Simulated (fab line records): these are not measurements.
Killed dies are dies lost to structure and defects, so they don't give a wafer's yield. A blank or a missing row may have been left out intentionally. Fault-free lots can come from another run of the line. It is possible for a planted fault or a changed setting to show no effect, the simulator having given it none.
Chamber matching || flow sky130 || SKY_VIA1_ETCH_15 on rie diel-03 has 4 sister chambers
The step etches SiO2 in C4F8/O2/Ar, stops on TiN, target depth 351 nm, time 54 s. 14 wafers are shown with their chamber, then 7 later ones without.

## WAFERS PAIRED WITH THEIR CHAMBERS
{"wafer": "L586.1", "chamber": 0, "run length s (s)": 83.1, "oes product au (a.u.)": 0.985}
{"wafer": "L586.3", "chamber": 2, "run length s (s)": 82.0, "oes product au (a.u.)": 0.996}
{"wafer": "L586.6", "chamber": 1, "run length s (s)": 82.1, "oes product au (a.u.)": 0.983}
{"wafer": "L588.3", "chamber": 3, "run length s (s)": 82.6, "oes product au (a.u.)": 0.979}
{"wafer": "L588.4", "chamber": 1, "run length s (s)": 81.8, "oes product au (a.u.)": 0.976}
{"wafer": "L588.5", "chamber": 0, "run length s (s)": 82.7, "oes product au (a.u.)": 0.976}
{"wafer": "L589.1", "chamber": 1, "run length s (s)": 82.1, "oes product au (a.u.)": 0.984}
{"wafer": "L589.4", "chamber": 2, "run length s (s)": 81.9, "oes product au (a.u.)": 0.975}
{"wafer": "L589.6", "chamber": 1, "run length s (s)": 81.9, "oes product au (a.u.)": 0.987}
{"wafer": "L602.2", "chamber": 1, "run length s (s)": 82.5, "oes product au (a.u.)": 0.975}
{"wafer": "L602.5", "chamber": 3, "run length s (s)": 82.1, "oes product au (a.u.)": 0.972}
{"wafer": "L602.6", "chamber": 0, "run length s (s)": 82.7, "oes product au (a.u.)": 0.986}
{"wafer": "L605.1", "chamber": 3, "run length s (s)": 82.4, "oes product au (a.u.)": 0.975}
{"wafer": "L605.2", "chamber": 1, "run length s (s)": 81.9, "oes product au (a.u.)": 0.981}

SIGNATURES, as means of the wafers listed above
{"reading": "run length s", "chamber 0": 82.833, "chamber 1": 82.050, "chamber 2": 81.950, "chamber 3": 82.367, "scatter within a chamber": 0.235}
{"reading": "oes product au", "chamber 0": 0.98233, "chamber 1": 0.98100, "chamber 2": 0.98550, "chamber 3": 0.97533, "scatter within a chamber": 0.00645}
Rule: for a wafer and a chamber, the distance is found by dividing, reading by reading, the gap between the wafer's reading and the chamber's mean by the reading's scatter, squaring, summing and taking the root. The wafer belongs to the nearest chamber; if the next one is less than 2 further off, it can't be placed. The scatter: take each reading less its chamber's mean, square it, sum over the shown wafers, divide by the number of wafers less the number of chambers, and take the root.

## WAFERS WHOSE CHAMBER IS MISSING
{"wafer": "L605.6", "run length s (s)": 82.7, "oes product au (a.u.)": 0.988}
{"wafer": "L608.1", "run length s (s)": 81.8, "oes product au (a.u.)": 0.984}
{"wafer": "L608.2", "run length s (s)": 82.4, "oes product au (a.u.)": 0.979}
{"wafer": "L608.5", "run length s (s)": 82.2, "oes product au (a.u.)": 0.989}
{"wafer": "L609.2", "run length s (s)": 82.2, "oes product au (a.u.)": 0.983}
{"wafer": "L609.3", "run length s (s)": 81.7, "oes product au (a.u.)": 0.988}
{"wafer": "L609.5", "run length s (s)": 81.9, "oes product au (a.u.)": 0.985}

## WHICH CHAMBER EACH ONE RAN IN
{"wafer": "L605.6", "from the rows above": "can't be placed: 0 or 3 or 1", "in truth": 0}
{"wafer": "L608.1", "from the rows above": "can't be placed: 2 or 1", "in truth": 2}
{"wafer": "L608.2", "from the rows above": "can't be placed: 3 or 1 or 0 or 2", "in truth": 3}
{"wafer": "L608.5", "from the rows above": "can't be placed: 2 or 1 or 3 or 0", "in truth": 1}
{"wafer": "L609.2", "from the rows above": "can't be placed: 1 or 2 or 3 or 0", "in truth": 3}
{"wafer": "L609.3", "from the rows above": "can't be placed: 2 or 1", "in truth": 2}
{"wafer": "L609.5", "from the rows above": "can't be placed: 2 or 1", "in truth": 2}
Placed correctly: 0 of 7. Not placeable from these rows: 7 (in 7, the candidates include the true chamber). Wrongly placed: 0.
